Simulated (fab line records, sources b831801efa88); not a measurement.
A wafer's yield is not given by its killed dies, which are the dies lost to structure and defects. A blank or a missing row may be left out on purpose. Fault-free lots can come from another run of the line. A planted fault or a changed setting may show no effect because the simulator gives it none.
Struck lot and sound lot, side by side + flow sky130 + 16 out of 708 route steps
Sound: these wafers, L784.2, L784.4, L784.5. Wafers L800.2, L800.3, L800.5 were the ones struck. The cause is given at the end.
Order at every step that has rows: each side's tool, ch and its chambers, its first start. Under that, the readings that differ: sound wafers + struck wafers + difference of the means + sigmas: that difference in standard deviations of wafers without a fault.
alike: a reading whose means differ by less than 2 such deviations, as well as words and numbers matching on both sides. not compared: withheld readings; readings where some wafer has no value; bounds like >300 that might hide an equal value; numbers whose values overlap and for which the record gives no deviation.
Wherever a step has rows on one side only, a row that says differs or no value, or a row with sigmas, the two part there. Non-overlapping numbers with no deviation appear without sigmas and do not part them. A reading that every wafer of one side lacks parts them only if that side has two wafers or more.

SKY_METAL5_SPUTTER_03: material Ti, target thk 5 nm, time 3.3 s.
  struck on pvd_sputter-04, day 47 06:22; sound on pvd_sputter-03, day 42 21:43
  alike: throttle_valve_pct
SKY_METAL5_SPUTTER_04: material TiN, target thk 70 nm, time 58.3 s.
  struck on pvd_sputter-04, day 47 06:23; sound on pvd_sputter-03, day 42 21:44
  alike: throttle_valve_pct
SKY_METAL5_RS_MEAS_05: uses a four-point probe to measure.
  struck on film_metro-04, day 47 06:27; sound on film_metro-02, day 42 21:48
| reading                 | sound                | struck               | difference | sigmas |
|-------------------------|----------------------|----------------------|------------|--------|
| METAL5_ALCU_RS (ohm/sq) | 0.0278 0.0275 0.0274 | 0.0269 0.0267 0.0270 | -0.0007    | -2     |
SKY_METAL5_THK_MEAS_06: measures by xrf.
  struck on film_metro-04, day 47 06:34; sound on film_metro-02, day 42 21:55
  alike: METAL5_ALCU_THK
then, 7 steps without rows for these wafers: SKY_METAL5_DEHYDRATE_07 (time 60 s); SKY_METAL5_HMDS_08 (prime time 60 s); SKY_METAL5_COAT_09 (resist thk 1800 nm); SKY_METAL5_SOFTBAKE_10 (time 60 s); SKY_METAL5_EXPOSE_11 (exposes mask MM5, target cd 1600 nm); SKY_METAL5_PEB_12; SKY_METAL5_DEVELOP_13 (develop time 60 s).
SKY_METAL5_DESCUM_14: chemistry O2, time 11 s.
  sound on rie_metal-03 ch 0, day 43 20:08; struck on rie_metal-03 ch 1, day 48 02:15
| reading                     | sound          | struck         | difference | sigmas |
|-----------------------------|----------------|----------------|------------|--------|
| drypump_motor_current_A (A) | 5.70 5.72 5.69 | 5.34 5.37 5.37 | -0.34      | -2     |
  alike: oes_product_au
  not compared: rf_hours_counter_h
SKY_METAL5_METAL_ETCH_15: etches the open film in Cl2/BCl3, stops on SiO2, target depth 1260 nm, time 252 s.
  sound on rie_metal-03 ch 0, day 43 20:10; struck on rie_metal-03 ch 1, day 48 02:23
| reading                                     | sound             | struck               | difference | sigmas |
|---------------------------------------------|-------------------|----------------------|------------|--------|
| rf_fwd_power_W (W)                          | 900.5 898.0 896.7 | 1041.1 1038.5 1036.5 | +140.3     | +54    |
| model.NOVOLAK_of_METAL5_COAT_09.thk_nm (nm) | 1036 1035 1038    | 929.9 928.8 920.6    | -109.9     |        |
| model.SiO2_of_VIA4_HDPCVD_00.thk_nm (nm)    | 550.6 550.7 549.9 | 548.7 548.8 547.6    | -2.0       |        |
  alike: drypump_motor_current_A, oes_product_au, throttle_valve_pct
  not compared: rf_hours_counter_h, model.METAL5.cd_nm
SKY_METAL5_STRIP_16: strips in O2/N2.
  sound on plasma_asher-04 ch 0,1, day 43 20:25; struck on plasma_asher-01 ch 0,1, day 48 02:47
| reading                      | sound             | struck            | difference | sigmas |
|------------------------------|-------------------|-------------------|------------|--------|
| strip_time_to_endpoint_s (s) | 13.08 13.07 13.11 | 11.91 11.90 11.80 | -1.22      | -9     |
  alike: drypump_motor_current_A, o2_flow_sccm, oes_product_au
  not compared: rf_hours_counter_h
then, 1 step without rows for these wafers: SKY_METAL5_STRIP_17 (strips in post etch residue remover, time 1200 s).
SKY_PAD_OPEN_PROBE_99:
  struck on prober-02, day 49 17:40; sound on prober-02, day 45 18:22
  alike: defect_limited_yield, killed_at_M0_to_M3, killed_at_M4_up, killed_at_contacts, killed_at_front_end, killed_at_other, killed_dies, killed_open, killed_short, sort_bin_3_pad_short, sort_bin_5_function, sort_bin_6_memory, sort_n_pass, sort_yield_pct
  not compared: model.etest.met5.width_nm

== WHERE THEY PART ==
First at SKY_METAL5_RS_MEAS_05; last, within this record, at SKY_METAL5_STRIP_16. Later steps at which nothing parts them and some readings are alike: SKY_PAD_OPEN_PROBE_99.

WHY: what had been put in by the simulator
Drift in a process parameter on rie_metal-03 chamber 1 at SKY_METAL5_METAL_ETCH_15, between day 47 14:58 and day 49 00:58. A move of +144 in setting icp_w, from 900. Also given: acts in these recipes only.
